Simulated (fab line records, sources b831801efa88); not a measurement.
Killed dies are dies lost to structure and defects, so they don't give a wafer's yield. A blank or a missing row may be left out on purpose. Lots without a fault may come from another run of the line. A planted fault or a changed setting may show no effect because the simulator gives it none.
Chamber matching | flow gf180mcu | GF_STI_ETCH_14 on rie_si-01: 4 sister chambers
The step etches Si in HBr/Cl2/O2, target depth 360 nm, time 102.9 s. 4 wafers are shown with their chamber, then 11 later ones without.

WAFERS WITH THEIR CHAMBER
wafer  | chamber | drypump_motor_current_A (A)
L510.3 | 0       | 6.3
L512.3 | 2       | 5.5
L513.5 | 3       | 4.9
L518.1 | 1       | 5.6

WAFERS WITHOUT THEIR CHAMBER
wafer  | drypump_motor_current_A (A)
L518.2 | 6.2
L518.3 | 5.5
L522.3 | 5.5
L522.4 | 6.2
L522.6 | 5.5
L524.3 | 5.6
L524.5 | 5.6
L524.6 | 6.2
L527.1 | 6.2
L527.3 | 5.5
L527.4 | 4.9

WHICH CHAMBER EACH WENT THROUGH
wafer  | from the rows above     | in truth
L518.2 | 0                       | 0
L518.3 | can't be placed: 2 or 1 | 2
L522.3 | can't be placed: 2 or 1 | 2
L522.4 | 0                       | 0
L522.6 | can't be placed: 2 or 1 | 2
L524.3 | can't be placed: 1 or 2 | 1
L524.5 | can't be placed: 1 or 2 | 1
L524.6 | 0                       | 0
L527.1 | 0                       | 0
L527.3 | can't be placed: 2 or 1 | 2
L527.4 | 3                       | 3
Placed correctly: 5 of 11. Can't be placed from these rows: 6 (the true chamber is among the candidates in 6). Placed wrongly: 0.
How it was worked out, from the rows above alone: a wafer's distance from a chamber is the root of the sum, over the readings, of the square of ((its reading less the chamber's mean) divided by the reading's scatter). The wafer belongs to the nearest chamber; if the next one is less than 2 further off, it can't be placed. A chamber's mean is the mean of its shown wafers. The scatter: with one shown wafer a chamber, the root of the mean of the squares of how far each hidden wafer lies from its nearest shown one.
